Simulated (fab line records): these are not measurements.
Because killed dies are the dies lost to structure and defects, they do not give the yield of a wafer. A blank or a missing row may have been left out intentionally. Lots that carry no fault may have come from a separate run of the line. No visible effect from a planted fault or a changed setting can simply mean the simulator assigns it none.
Which tool did it?	flow gf180mcu	13 lots, 39 wafers sampled, at 4 steps of a route of 602

WHAT THE GAUGES READ, wafer by wafer
GF_TOP_METAL_THK_MEAS_06: measures by xrf.
lot	measured	on	TOP_METAL_ALCU_THK (nm)
L105	day 28 00:13	film_metro-04	906 892 899
L106	day 28 00:44	film_metro-04	941 927 941
L107	day 28 08:59	film_metro-04	919 922 920
L110	day 29 14:47	film_metro-03	916 908 908
L112	day 29 21:40	film_metro-04	926 913 916
L111	day 29 22:52	film_metro-03	900 903 916
L113	day 30 04:22	film_metro-03	917 917 923
L117	day 31 11:44	film_metro-04	927 925 919
L121	day 32 08:01	film_metro-03	901 898 902
L122	day 32 22:29	film_metro-03	898 897 898
L123	day 33 02:26	film_metro-02	902 906 909
L124	day 33 03:15	film_metro-02	890 899 889
L128	day 33 18:52	film_metro-03	905 907 919

GF_TOP_METAL_OVL_MEAS_15.
lot	measured	on	TOP_METAL_OVL (nm)
L105	day 28 20:28	overlay-02	0.7 0.1 -0.5
L106	day 28 21:04	overlay-01	-2.2 -1.6 -1.1
L107	day 29 04:55	overlay-02	-2.5 -0.2 -0.9
L110	day 30 09:24	overlay-01	-1.7 -3.5 -2.3
L112	day 30 16:01	overlay-02	-1.6 -2.0 -2.7
L111	day 30 17:34	overlay-01	-0.4 0.7 -0.7
L113	day 30 22:29	overlay-02	0.5 2.2 1.5
L117	day 32 04:56	overlay-01	-1.0 0.0 -0.2
L121	day 33 01:21	overlay-01	-2.2 -1.1 -1.7
L122	day 33 14:10	overlay-01	-0.9 -2.4 -1.5
L123	day 33 18:01	overlay-02	-2.8 -1.7 -0.9
L124	day 33 18:32	overlay-02	0.3 -0.5 0.2
L128	day 34 10:36	overlay-02	-0.3 -0.1 0.5

WHAT TOOL EACH LOT RAN ON (gives the tool, then ch and the chambers of the sampled wafers, and finally the start)
lot	GF_V5_ETCH_17	GF_V5_CVD_23
L105	rie_diel-01 ch 0,1,2, day 27 22:00	cvd_w-01 ch 0,1, day 27 22:55
L106	rie_diel-02 ch 1,2,3, day 27 23:00	cvd_w-01 ch 0,1, day 27 23:47
L107	rie_diel-02 ch 0,1, day 28 07:00	cvd_w-01 ch 0,1, day 28 08:03
L110	rie_diel-04 ch 0,2,3, day 29 13:00	cvd_w-01 ch 0,1, day 29 13:52
L112	rie_diel-02 ch 2,3, day 29 19:00	cvd_w-02 ch 0,1, day 29 20:44
L111	rie_diel-04 ch 1,2,3, day 29 21:00	cvd_w-02 ch 0,1, day 29 21:55
L113	rie_diel-01 ch 0,3, day 30 02:00	cvd_w-02 ch 0,1, day 30 03:26
L117	rie_diel-04 ch 2,3, day 31 10:00	cvd_w-01 ch 0,1, day 31 10:48
L121	rie_diel-04 ch 0,1, day 32 06:00	cvd_w-02 ch 0,1, day 32 07:07
L122	rie_diel-01 ch 1,2,3, day 32 20:00	cvd_w-02 ch 0,1, day 32 21:34
L123	rie_diel-01 ch 0,1,3, day 33 00:00	cvd_w-01 ch 0,1, day 33 01:31
L124	rie_diel-02 ch 0,1,3, day 33 01:00	cvd_w-02 ch 0,1, day 33 02:19
L128	rie_diel-02 ch 0,1,3, day 33 17:00	cvd_w-02 ch 0,1, day 33 17:56
- GF_V5_ETCH_17: etches SiO2 in C4F8/O2/Ar, stops on TiN, target depth 855 nm.
- GF_V5_CVD_23: deposits W, target thk 350 nm, time 104.9 s.

WHAT THE TOOLS THEMSELVES READ (means of the sampled wafers that have a number; where no wafer has one, the mark that the record gives instead)
GF_V5_ETCH_17.
lot	tool	oes_product_au (a.u.)	rf_fwd_power_W (W)
L105	rie_diel-01	0.859	1496
L106	rie_diel-02	0.863	1499
L107	rie_diel-02	0.864	1498
L110	rie_diel-04	0.867	1498
L112	rie_diel-02	0.858	1491
L111	rie_diel-04	0.863	1494
L113	rie_diel-01	0.863	1493
L117	rie_diel-04	0.856	1499
L121	rie_diel-04	0.860	1498
L122	rie_diel-01	0.859	1496
L123	rie_diel-01	0.861	1491
L124	rie_diel-02	0.858	1496
L128	rie_diel-02	0.860	1495

GF_V5_CVD_23.
lot	tool	heater_power_w (W)
L105	cvd_w-01	851
L106	cvd_w-01	867
L107	cvd_w-01	969
L110	cvd_w-01	842
L112	cvd_w-02	903
L111	cvd_w-02	862
L113	cvd_w-02	869
L117	cvd_w-01	856
L121	cvd_w-02	914
L122	cvd_w-02	859
L123	cvd_w-01	974
L124	cvd_w-02	855
L128	cvd_w-02	900

THE ANSWER, worked out from the rows above alone
Rule: the lots themselves supply what counts as usual. The widest of any qualifying gaps counts: lots, ordered by their means at a reading, are off when they make up no more than a third of the lots, leave a main group of 4 or more, and stand apart from it by 3 or more times the standard deviation of that group's means. The tables above print the reading to a certain number of digits; a main group whose means all agree to those digits is not used. Also off: a lot with no number at a reading for which 4 or more lots have one. All remaining lots with rows at the step are treated as sound. The gauges are gone through in route order, then the tools' own readings, and for those a lot's mean is taken as printed above. At the first step where some lot is off, the reading lying furthest off is the one used; lots without a number count as furthest.
Across all readings shown, no lot is off: no conclusion can be drawn from this.

WHAT THE SIMULATOR PUT IN
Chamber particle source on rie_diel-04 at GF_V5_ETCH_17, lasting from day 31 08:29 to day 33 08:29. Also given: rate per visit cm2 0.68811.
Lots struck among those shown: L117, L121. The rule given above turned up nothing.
